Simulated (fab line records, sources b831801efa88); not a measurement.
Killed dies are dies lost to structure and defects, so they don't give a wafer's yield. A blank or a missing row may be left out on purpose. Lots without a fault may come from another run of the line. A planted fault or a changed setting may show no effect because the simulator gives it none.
Which tool did it? | flow sky130 | 12 lots, 36 wafers sampled, at 4 steps of a route of 708

WHAT THE GAUGES READ, wafer by wafer
SKY_METAL1_RS_MEAS_05: measures by four-point-probe.
lot  | measured     | on            | METAL1_ALCU_RS (ohm/sq)
L652 | day 32 23:16 | film_metro-03 | 0.1283 0.1285 0.1268
L654 | day 33 07:17 | film_metro-01 | 0.1244 0.1257 0.1247
L658 | day 34 13:37 | film_metro-02 | 0.1251 0.1257 0.1255
L659 | day 35 10:45 | film_metro-03 | 0.1275 0.1274 0.1269
L661 | day 35 16:41 | film_metro-01 | 0.1301 0.1304 0.1287
L662 | day 35 22:53 | film_metro-03 | 0.1251 0.1238 0.1257
L663 | day 36 15:17 | film_metro-03 | 0.1249 0.1256 0.1253
L665 | day 37 00:10 | film_metro-03 | 0.1251 0.1266 0.1255
L671 | day 38 17:23 | film_metro-03 | 0.1297 0.1286 0.1274
L672 | day 38 22:19 | film_metro-01 | 0.1258 0.1249 0.1263
L673 | day 39 12:46 | film_metro-03 | 0.1258 0.1266 0.1260
L675 | day 39 22:01 | film_metro-02 | 0.1268 0.1278 0.1263

WHICH TOOL RAN EACH LOT (tool, then ch and the chambers of the sampled wafers, then the start)
lot  | SKY_FIELD_ISO_ETCH_14             | SKY_SD_P_COAT_02                  | SKY_SD_P_STRIP_10
L652 | rie_diel-04 ch 0,1,3, day 2 07:22 | litho_track-03 ch 0, day 25 23:35 | plasma_asher-02 ch 0,1, day 26 15:37
L654 | rie_diel-03 ch 0,1,2, day 2 16:31 | litho_track-04 ch 0, day 26 12:25 | plasma_asher-02 ch 0,1, day 27 02:31
L658 | rie_diel-02 ch 0,1,3, day 3 13:04 | litho_track-01 ch 0, day 27 20:10 | plasma_asher-04 ch 1, day 28 10:04
L659 | rie_diel-02 ch 0,3, day 3 21:16   | litho_track-03 ch 0, day 28 16:14 | plasma_asher-02 ch 0,1, day 29 07:24
L661 | rie_diel-02 ch 0,2,3, day 4 05:56 | litho_track-01 ch 0, day 28 23:53 | plasma_asher-02 ch 0,1, day 29 13:51
L662 | rie_diel-03 ch 0,1,3, day 4 11:43 | litho_track-01 ch 0, day 29 06:17 | plasma_asher-04 ch 0,1, day 29 20:28
L663 | rie_diel-04 ch 0,1,2, day 4 14:52 | litho_track-01 ch 0, day 29 23:05 | plasma_asher-01 ch 0,1, day 30 14:13
L665 | rie_diel-03 ch 1,3, day 5 01:11   | litho_track-03 ch 0, day 30 10:26 | plasma_asher-02 ch 0,1, day 30 23:20
L671 | rie_diel-04 ch 0,1, day 6 08:20   | litho_track-03 ch 0, day 32 07:04 | plasma_asher-01 ch 0,1, day 32 22:49
L672 | rie_diel-04 ch 0,2, day 6 12:59   | litho_track-01 ch 0, day 32 11:41 | plasma_asher-04 ch 0,1, day 33 01:59
L673 | rie_diel-02 ch 0,1,2, day 6 19:38 | litho_track-04 ch 0, day 33 01:19 | plasma_asher-04 ch 0,1, day 33 15:16
L675 | rie_diel-03 ch 0,1,3, day 7 07:04 | litho_track-01 ch 0, day 33 12:01 | plasma_asher-04 ch 0,1, day 34 03:31
- SKY_FIELD_ISO_ETCH_14: etches BARC in N2/H2, stops on SiO2, time 45.9 s, target depth 60 nm.
- SKY_SD_P_COAT_02: resist thk 1140 nm.
- SKY_SD_P_STRIP_10: strips in O2/N2.

WHAT THE TOOLS THEMSELVES READ (means of the sampled wafers that have a number; where no wafer has one, the mark that the record gives instead)
SKY_FIELD_ISO_ETCH_14.
lot  | tool        | drypump_motor_current_A (A) | oes_product_au (a.u.) | throttle_valve_pct (%)
L652 | rie_diel-04 | 5.8                         | 0.860                 | 13.224
L654 | rie_diel-03 | 6.0                         | 0.857                 | 13.228
L658 | rie_diel-02 | 5.7                         | 0.856                 | 13.225
L659 | rie_diel-02 | 5.5                         | 0.850                 | 13.227
L661 | rie_diel-02 | 6.0                         | 0.856                 | 13.227
L662 | rie_diel-03 | 6.0                         | 0.853                 | 13.224
L663 | rie_diel-04 | 5.6                         | 0.852                 | 13.220
L665 | rie_diel-03 | 5.7                         | 0.854                 | 13.231
L671 | rie_diel-04 | 5.5                         | 0.854                 | 13.226
L672 | rie_diel-04 | 5.4                         | 0.855                 | 13.228
L673 | rie_diel-02 | 5.7                         | 0.856                 | 13.218
L675 | rie_diel-03 | 6.0                         | 0.855                 | 13.210

SKY_SD_P_COAT_02.
lot  | tool           | spin_speed_rpm (rpm)
L652 | litho_track-03 | 3002.3
L654 | litho_track-04 | 3001.6
L658 | litho_track-01 | 3000.9
L659 | litho_track-03 | 3001.4
L661 | litho_track-01 | 2999.6
L662 | litho_track-01 | 2647.5
L663 | litho_track-01 | 2646.7
L665 | litho_track-03 | 2999.1
L671 | litho_track-03 | 3000.5
L672 | litho_track-01 | 3000.8
L673 | litho_track-04 | 3000.9
L675 | litho_track-01 | 3000.4

SKY_SD_P_STRIP_10.
lot  | tool            | drypump_motor_current_A (A) | oes_product_au (a.u.) | strip_time_to_endpoint_s (s)
L652 | plasma_asher-02 | 5.81                        | 0.617                 | 17.54
L654 | plasma_asher-02 | 5.90                        | 0.619                 | 17.52
L658 | plasma_asher-04 | 5.75                        | 0.618                 | 17.51
L659 | plasma_asher-02 | 5.89                        | 0.617                 | 17.51
L661 | plasma_asher-02 | 5.79                        | 0.618                 | 17.46
L662 | plasma_asher-04 | 5.86                        | 0.620                 | 18.31
L663 | plasma_asher-01 | 5.68                        | 0.620                 | 18.28
L665 | plasma_asher-02 | 5.81                        | 0.614                 | 17.47
L671 | plasma_asher-01 | 5.63                        | 0.620                 | 17.55
L672 | plasma_asher-04 | 5.86                        | 0.617                 | 17.48
L673 | plasma_asher-04 | 5.85                        | 0.619                 | 17.50
L675 | plasma_asher-04 | 5.84                        | 0.617                 | 17.52

THE ANSWER, worked out from the rows above alone
Rule: what is usual is taken from the lots themselves. Put in order of their means at a reading, lots are off if they are a third of the lots or fewer, leave a main group of 4 or more, and stand apart from it by a gap of 3 or more times the standard deviation of the main group's means; of several such gaps the widest counts. A main group whose means are all the same, to the digits that the tables above print for the reading, isn't used. A lot without any number at a reading at which 4 lots or more have one is off too. The other lots that the step has rows for count as sound. The gauges are gone through in route order, then the tools' own readings, and for those a lot's mean is taken as printed above. The first step at which some lot is off is used, and at that step the reading that is off furthest; a lot without a number counts as furthest.
Off: L662, L663, at SKY_SD_P_COAT_02 (spin_speed_rpm). The main group: mean 3000.8 rpm, standard deviation 0.88.
A tool fits if, at that step or a process step before it, it ran every lot that is off, and no sound lot after the first of them. None of those tried fits.

WHAT THE SIMULATOR HAD PUT IN
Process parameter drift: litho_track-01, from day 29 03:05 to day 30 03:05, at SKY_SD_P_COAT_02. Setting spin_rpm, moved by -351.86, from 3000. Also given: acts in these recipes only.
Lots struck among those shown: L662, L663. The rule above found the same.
